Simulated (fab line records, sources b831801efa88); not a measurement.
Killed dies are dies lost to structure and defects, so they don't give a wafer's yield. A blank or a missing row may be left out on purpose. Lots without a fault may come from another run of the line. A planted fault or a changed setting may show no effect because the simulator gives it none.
Problem report in the 8D (eight disciplines) form, filled by code | flow sky130 | the parts of the form that need people (team, actions taken, sign-off) are left out

1. THE PROBLEM
LDD_N_TW at SKY_LDD_N_TW_MEAS_17 reads a mean of 2444 on 6 wafers of 2 lots; wafers without a fault read 2574 with a standard deviation of 14. That is -9.3 standard deviations from the usual mean.
First seen on wafer L232.2, day 20 06:47, on film_metro-03. The record holds 42 wafers of 14 lots with a number at this step. Rule for "out", or "out of limits": more than 4 standard deviations from the usual mean. The other wafers with a number count as sound.

2. WHAT IT IS AND WHAT IT IS NOT
question                    | is                     | is not
which readings at this step | LDD_N_TW               | -
which lots                  | L232, L235             | L226, L228, L229, L233, L234, L236, L240, L243, L245, L247, L248, L249
which wafers of those lots  | all that have a number | -
read on which gauges        | film_metro-03          | film_metro-01, film_metro-02
when                        | from day 20 06:47      | up to then (12 sound wafers); but 24 sound wafers of L234, L236, L240, L243, L245, L247, L248, L249 came after

3. SUSPECTS, AND WHAT RULES EACH OUT
Counting: a tool at a process step up to the reading stays a suspect if it ran every lot that is out and no sound lot after the first of them.
- the gauge at SKY_LDD_N_TW_MEAS_17: ruled out. All the wafers that are out were read on film_metro-03, but those of them that SKY_LDD_N_STRIP_16 has rows for are out there too, on other tools.
- plasma_asher-04 at SKY_SONOS_ONO_STRIP_17 (strips in O2/N2): ruled out as a lasting fault. Sound lots L233, L240 ran on it after its first lot that is out, L232 (day 14 16:59).
- implanter-02 at SKY_LDD_N_IMPLANT_08: ruled out as a lasting fault. Sound lots L234, L243, L245, L247, L248 ran on it after its first lot that is out, L232 (day 20 05:29).
Left after counting: nothing in the record.

4. THE CAUSE (what the simulator had put in)
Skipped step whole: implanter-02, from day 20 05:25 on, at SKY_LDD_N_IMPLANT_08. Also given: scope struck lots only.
Counting ruled it out, wrongly: the rule takes a fault to strike every lot that its tool runs from its start on, and this one did not.

5. THE CHAIN OF EFFECTS, in route order
Each row: a reading whose mean over the struck wafers that have a number lies more than 3 standard deviations from the usual. Only readings for which the record gives a usual standard deviation are gone through. hours: the time from each lot's start at the first step in this table that gives one to its start at this step, as a median over the lots. sigmas: the change in usual standard deviations.
hours | step                 | reading                  | usual   | on struck wafers | change | sigmas
0     | SKY_LDD_N_STRIP_16   | strip_time_to_endpoint_s | 4.319 s | 4.143            | -0.176 | -14
0     | SKY_LDD_N_TW_MEAS_17 | LDD_N_TW                 | 2574    | 2444             | -130   | -9.3
The process steps in it:
- SKY_LDD_N_STRIP_16: strips in O2/N2.
Readings that are blank on the struck wafers while sound wafers have them: beam_energy_keV at SKY_LDD_N_IMPLANT_08; beam_on_s at SKY_LDD_N_IMPLANT_08; rotation_deg at SKY_LDD_N_IMPLANT_08.

6. WHAT WOULD HAVE CAUGHT IT SOONER
In this record the first reading out of limits at a measuring or inspecting step was taken at day 20 06:47, 1 hour after the fault began at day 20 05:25.
At SKY_LDD_N_IMPLANT_08 the tool's readings are blank on the struck wafers, where sound wafers have them: an empty tool record is the first sign, and it was there at once.
